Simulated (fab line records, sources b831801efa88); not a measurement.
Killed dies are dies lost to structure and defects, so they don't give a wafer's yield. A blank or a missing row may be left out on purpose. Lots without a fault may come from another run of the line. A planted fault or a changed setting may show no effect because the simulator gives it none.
A struck lot beside a sound one | flow sfq_line | 17 steps out of a route of 325
Sound: wafers L773.4, L773.5, L773.6. Struck: wafer L784.4. (L784.5, L784.6 of the same lot were not struck and are left out.) The cause comes at the end.
At each step with rows: each side's tool, then ch and its chambers, then its first start. Under that, the readings that differ: sound wafers | struck wafers | difference of the means | sigmas: that difference in standard deviations of wafers without a fault.
alike: readings whose means differ by less than 2 such deviations, and words and numbers that are the same on both sides. not compared: withheld readings, readings that some wafer has no value for, bounds like >300 that may hide the same value, and numbers for which the record gives no deviation and whose values overlap.
The two part at a step that has a row with sigmas, a row that says differs or no value, or rows on one side only. Numbers that don't overlap but have no deviation are shown without sigmas and don't part them. A reading that every wafer of one side lacks parts them only if that side has two wafers or more.

SFQ_TRILAYER_I3_VIA_BARC_OPEN_VIA_ETCH_121: etches BARC in O2, target depth 125 nm, time 41.7 s.
  sound on rie_diel-02 ch 2,3, day 35 13:37; struck on rie_diel-04 ch 1, day 41 22:45
  alike: drypump_motor_current_A, oes_product_au
  not compared: rf_hours_counter_h
SFQ_TRILAYER_I3_VIA_ETCH_VIA_ETCH_088: etches SiO2 in CHF3, stops on Nb, target depth 260 nm.
  sound on rie_diel-02 ch 2,3, day 35 13:39; struck on rie_diel-04 ch 1, day 41 22:47
  alike: drypump_motor_current_A, oes_product_au
SFQ_TRILAYER_I3_VIA_STRIP_STRIP_089: strips in O2.
  sound on rie_metal-04 ch 0,1, day 35 13:58; struck on rie_metal-04 ch 1, day 41 23:06
  alike: drypump_motor_current_A, oes_product_au, platen_temp_c
  not compared: rf_hours_counter_h
then, 2 steps without rows for these wafers: SFQ_TRILAYER_I3_VIA_STRIP_SOLV_CLEAN_090 (cleans in NMP, time 600 s); SFQ_TRILAYER_M4_DEP_PRE_CLEAN_092 (time 22.5 s).
SFQ_TRILAYER_M4_DEP_SPUTTER_091: material Nb, target thk 200 nm, time 133.3 s.
  sound on pvd_sputter-06, day 35 14:34; struck on pvd_sputter-03, day 41 23:43
  alike: throttle_valve_pct
SFQ_M4_RS_MEAS_924: measures by four-point-probe.
  sound on film_metro-01, day 35 14:43; struck on film_metro-01, day 41 23:52
  reading           | sound             | struck | difference | sigmas
  M4_NB_RS (ohm/sq) | 0.889 0.892 0.897 | 0.910  | +0.017     | +2
then, 4 steps without rows for these wafers: SFQ_TRILAYER_M4_LITHO_COAT_098 (resist thk 62 nm); SFQ_TRILAYER_M4_LITHO_COAT_093 (resist thk 600 nm); SFQ_TRILAYER_M4_LITHO_SOFTBAKE_097; SFQ_TRILAYER_M4_LITHO_EXPOSE_094 (exposes mask M4, target cd 500 nm).
-- the record jumps here: 6 days lie between the struck wafers' starts before and after --
SFQ_TRILAYER_M4_LITHO_PEB_096: peb time 60 s.
  sound on litho_track-01 ch 0, day 41 09:47; struck on litho_track-04 ch 0, day 47 17:28
  reading                  | sound             | struck | difference | sigmas
  heater_power_total_W (W) | 79.05 79.08 79.17 | 86.05  | +6.95      | +94
then, 1 step without rows for these wafers: SFQ_TRILAYER_M4_LITHO_DEVELOP_095 (time 60 s).
SFQ_M4_OVL_MEAS_926:
  sound on overlay-01, day 41 10:02; struck on overlay-01, day 47 17:42
  alike: M4_OVL
SFQ_TRILAYER_M4_BARC_OPEN_METAL_ETCH_123: etches BARC in O2, target depth 125 nm, time 41.7 s.
  sound on rie_metal-01 ch 0,1, day 41 10:04; struck on rie_metal-01 ch 0, day 47 17:47
  reading             | sound             | struck | difference | sigmas
  model.M4.cd_nm (nm) | 499.8 499.1 499.4 | 540.4  | +41.0      |
  alike: drypump_motor_current_A, oes_product_au
  not compared: rf_hours_counter_h
SFQ_TRILAYER_M4_ETCH_METAL_ETCH_096: etches Nb in Cl2/Ar, stops on SiO2, target depth 240 nm, time 120 s.
  sound on rie_metal-01 ch 0,1, day 41 10:09; struck on rie_metal-01 ch 0, day 47 17:58
  reading               | sound             | struck | difference | sigmas
  oes_product_au (a.u.) | 0.899 0.896 0.891 | 0.882  | -0.013     | -2
  model.M4.cd_nm (nm)   | 498.6 498.8 498.9 | 540.5  | +41.7      |
  alike: drypump_motor_current_A
  not compared: rf_hours_counter_h
SFQ_TRILAYER_M4_STRIP_STRIP_097: strips in O2.
  sound on rie_metal-01 ch 0,1, day 41 10:26; struck on rie_metal-01 ch 0, day 47 18:41
  alike: drypump_motor_current_A, oes_product_au, platen_temp_c
  not compared: rf_hours_counter_h

WHERE THEY PART
First at SFQ_M4_RS_MEAS_924; last, within this record, at SFQ_TRILAYER_M4_ETCH_METAL_ETCH_096. Later steps at which nothing parts them and some readings are alike: SFQ_TRILAYER_M4_STRIP_STRIP_097.

WHY: what the simulator had put in
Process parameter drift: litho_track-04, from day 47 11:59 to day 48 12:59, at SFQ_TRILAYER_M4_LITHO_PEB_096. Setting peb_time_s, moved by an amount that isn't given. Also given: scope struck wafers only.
